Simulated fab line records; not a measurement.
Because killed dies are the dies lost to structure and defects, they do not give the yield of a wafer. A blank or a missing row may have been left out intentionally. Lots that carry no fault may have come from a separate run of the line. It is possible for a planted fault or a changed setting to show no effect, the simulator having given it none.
Struck lot and sound lot, side by side ; flow gf180mcu ; 19 steps out of a route of 602
Sound: these wafers, L736.2, L736.4, L736.6. The struck wafers were L744.4, L744.5, L744.6. The cause is named last.
Order at every step that has rows: each side's tool, ch and its chambers, its first start. Under that, the readings that differ: sound wafers ; struck wafers ; difference of the means ; sigmas: that difference in standard deviations of wafers without a fault.
alike: same words and numbers on both sides, and readings whose means sit less than 2 such deviations apart. not compared: any withheld reading, any reading some wafer has no value for, any bound like >300 that may hide the same value, and any number with overlapping values for which the record gives no deviation.
The two part at a step that has a row with sigmas, a row that says differs or no value, or rows on one side only. Non-overlapping numbers with no deviation appear without sigmas and do not part them. Lack of a reading on every wafer of one side parts them only where that side has two or more wafers.

first, 2 steps without rows for these wafers: GF_NSD_PEB_05; GF_NSD_DEVELOP_06 (develop time 60 s).
GF_NSD_CD_MEAS_07: the cd target is 400 nm.
  sound on cd-sem-01, day 13 16:25; struck on cd-sem-01, day 16 01:57
  alike: cd-nm
GF_NSD_OVL_MEAS_08:
  sound on overlay-02, day 13 16:32; struck on overlay-02, day 16 02:02
  alike: NSD_OVL
then, 2 steps without rows for these wafers: GF_NSD_IMPLANT_09; GF_NSD_IMPLANT_10.
GF_NSD_STRIP_11: strips in O2/N2.
  sound on plasma-asher-02 ch 0,1, day 13 16:52; struck on plasma-asher-01 ch 0,1, day 16 02:23
  alike: drypump-motor-current-A, heater-power-w, o2-flow-sccm, oes-product-au, strip-time-to-endpoint-s
  not compared: rf-hours-counter-h
GF_NSD_TW_MEAS_12:
  sound on film-metro-02, day 13 16:58; struck on film-metro-02, day 16 02:28
  alike: NSD_TW
then, 4 steps without rows for these wafers: GF_PSD_DEHYDRATE_00 (time 60 s); GF_PSD_HMDS_01 (prime time 60 s); GF_PSD_COAT_02 (resist thk 1000 nm); GF_PSD_SOFTBAKE_03 (time 60 s).
GF_PSD_EXPOSE_04: exposes mask Pplus, target cd 400 nm.
  sound on iline-stepper-02 ch 0, day 14 03:43; struck on iline-stepper-02 ch 0, day 16 12:36
reading;sound;struck;difference;sigmas
model.PSD.overlay-x-nm (nm);0.03389 0.03389 0.03389;-121 -121 -121;-121;
  alike: mask
then, 2 steps without rows for these wafers: GF_PSD_PEB_05; GF_PSD_DEVELOP_06 (develop time 60 s).
GF_PSD_CD_MEAS_07: the cd target is 400 nm.
  sound on cd-sem-02, day 14 13:25; struck on cd-sem-02, day 17 00:11
  alike: cd-nm
GF_PSD_OVL_MEAS_08:
  sound on overlay-01, day 14 13:32; struck on overlay-02, day 17 00:16
reading;sound;struck;difference;sigmas
PSD_OVL (nm);-0.8 0.2 -1.5;-123.3 -122.9 -124.1;-122.7;-72
next, for these wafers, 1 step has no rows: GF_PSD_IMPLANT_09.
-- the record jumps here: 14 days lie between the struck wafers' starts before and after (it left off in module PSD and takes up again in module PASSIVATION, whose first step shown is number 602 of the route) --
GF_PASSIVATION_PROBE_99:
  record: rows for the struck wafers here (prober-02, day 31 10:20), none for the sound ones

== WHERE THEY PART ==
First at GF_PSD_OVL_MEAS_08; last, within this record, at GF_PASSIVATION_PROBE_99.

WHY: whatever the simulator had introduced
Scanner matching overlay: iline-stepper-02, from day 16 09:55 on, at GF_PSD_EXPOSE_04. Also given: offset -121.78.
